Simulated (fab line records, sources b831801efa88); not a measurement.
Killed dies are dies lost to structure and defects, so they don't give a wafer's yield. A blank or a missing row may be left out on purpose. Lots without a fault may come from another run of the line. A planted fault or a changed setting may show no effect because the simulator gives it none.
A struck lot beside a sound one | flow sky130 | 21 steps out of a route of 708
Sound: wafers L797.3, L797.5, L797.6. Struck: wafers L800.1, L800.3, L800.6. The cause comes at the end.
At each step with rows: each side's tool, then ch and its chambers, then its first start. Under that, the readings that differ: sound wafers | struck wafers | difference of the means | sigmas: that difference in standard deviations of wafers without a fault.
alike: readings whose means differ by less than 2 such deviations, and words and numbers that are the same on both sides. not compared: withheld readings, readings that some wafer has no value for, bounds like >300 that may hide the same value, and numbers for which the record gives no deviation and whose values overlap.
The two part at a step that has a row with sigmas, a row that says differs or no value, or rows on one side only. Numbers that don't overlap but have no deviation are shown without sigmas and don't part them. A reading that every wafer of one side lacks parts them only if that side has two wafers or more.

first, 4 steps without rows for these wafers: SKY_METAL2_STRIP_21 (strips in post etch residue remover, time 1200 s); SKY_METAL2_CLEAN_22 (cleans in IPA, time 180 s); SKY_METAL2_CLEAN_23 (cleans in O3/DIW); SKY_VIA2_HDPCVD_00 (deposits SiO2, target thk 1180 nm, time 196.7 s).
SKY_VIA2_THK_MEAS_01:
  sound on film_metro-04, day 37 06:35; struck on film_metro-04, day 37 19:44
  alike: VIA2_HDPCVD_THK
SKY_VIA2_CMP_02: polishes SiO2.
  sound on cmp-01 ch 0,2,3, day 37 06:44; struck on cmp-02 ch 0,1, day 37 19:48
  alike: motor_current_A
SKY_VIA2_BOW_MEAS_03:
  sound on film_metro-02, day 37 06:58; struck on film_metro-03, day 37 20:06
  alike: VIA2_BOW
then, 5 steps without rows for these wafers: SKY_VIA2_DEHYDRATE_04 (time 60 s); SKY_VIA2_HMDS_05 (prime time 60 s); SKY_VIA2_COAT_06 (resist thk 60 nm); SKY_VIA2_COAT_07 (resist thk 450 nm); SKY_VIA2_SOFTBAKE_08 (time 90 s).
SKY_VIA2_EXPOSE_09: exposes mask VIM2, target cd 200 nm.
  sound on krf_scanner-01 ch 0, day 37 20:22; struck on krf_scanner-01 ch 0, day 38 09:37
  reading              | sound             | struck            | difference | sigmas
  exposure_dose_mJ_cm2 | 37.91 37.95 37.94 | 39.47 39.46 39.47 | +1.53      | +36
  alike: mask
then, 2 steps without rows for these wafers: SKY_VIA2_PEB_10; SKY_VIA2_DEVELOP_11 (develop time 60 s).
SKY_VIA2_CD_MEAS_12: target cd 200 nm.
  sound on cd_sem-01, day 38 09:40; struck on cd_sem-01, day 38 21:41
  reading    | sound             | struck            | difference | sigmas
  cd_nm (nm) | 200.5 199.7 199.8 | 208.1 209.2 210.4 | +9.2       | +6
SKY_VIA2_OVL_MEAS_13:
  sound on overlay-02, day 38 09:46; struck on overlay-01, day 38 21:48
  alike: VIA2_OVL
SKY_VIA2_ETCH_14: etches BARC in N2/H2, stops on SiO2, time 45.9 s, target depth 60 nm.
  sound on rie_diel-04 ch 0,2,3, day 38 09:47; struck on rie_diel-01 ch 0,1,2, day 38 21:50
  reading               | sound             | struck            | difference | sigmas
  model.VIA2.cd_nm (nm) | 201.1 200.6 200.3 | 207.8 209.7 208.9 | +8.1       |
  alike: drypump_motor_current_A, oes_product_au, rf_fwd_power_W, throttle_valve_pct
  not compared: rf_hours_counter_h
SKY_VIA2_ETCH_15: etches SiO2 in C4F8/O2/Ar, stops on TiN, target depth 546 nm, time 84 s.
  sound on rie_diel-04 ch 0,2,3, day 38 09:50; struck on rie_diel-01 ch 0,1,2, day 38 21:53
  alike: oes_product_au, rf_fwd_power_W
  not compared: rf_hours_counter_h, model.VIA2.cd_nm
SKY_VIA2_STRIP_16: strips in O2/N2.
  sound on plasma_asher-04 ch 0,1, day 38 09:55; struck on plasma_asher-01 ch 0,1, day 38 21:56
  alike: drypump_motor_current_A, oes_product_au, strip_time_to_endpoint_s
  not compared: rf_hours_counter_h
then, 1 step without rows for these wafers: SKY_PAD_OPEN_PROBE_99.

WHERE THEY PART
First at SKY_VIA2_EXPOSE_09; last, within this record, at SKY_VIA2_CD_MEAS_12. Later steps at which nothing parts them and some readings are alike: SKY_VIA2_OVL_MEAS_13, SKY_VIA2_ETCH_14, SKY_VIA2_ETCH_15, SKY_VIA2_STRIP_16.

WHY: what the simulator had put in
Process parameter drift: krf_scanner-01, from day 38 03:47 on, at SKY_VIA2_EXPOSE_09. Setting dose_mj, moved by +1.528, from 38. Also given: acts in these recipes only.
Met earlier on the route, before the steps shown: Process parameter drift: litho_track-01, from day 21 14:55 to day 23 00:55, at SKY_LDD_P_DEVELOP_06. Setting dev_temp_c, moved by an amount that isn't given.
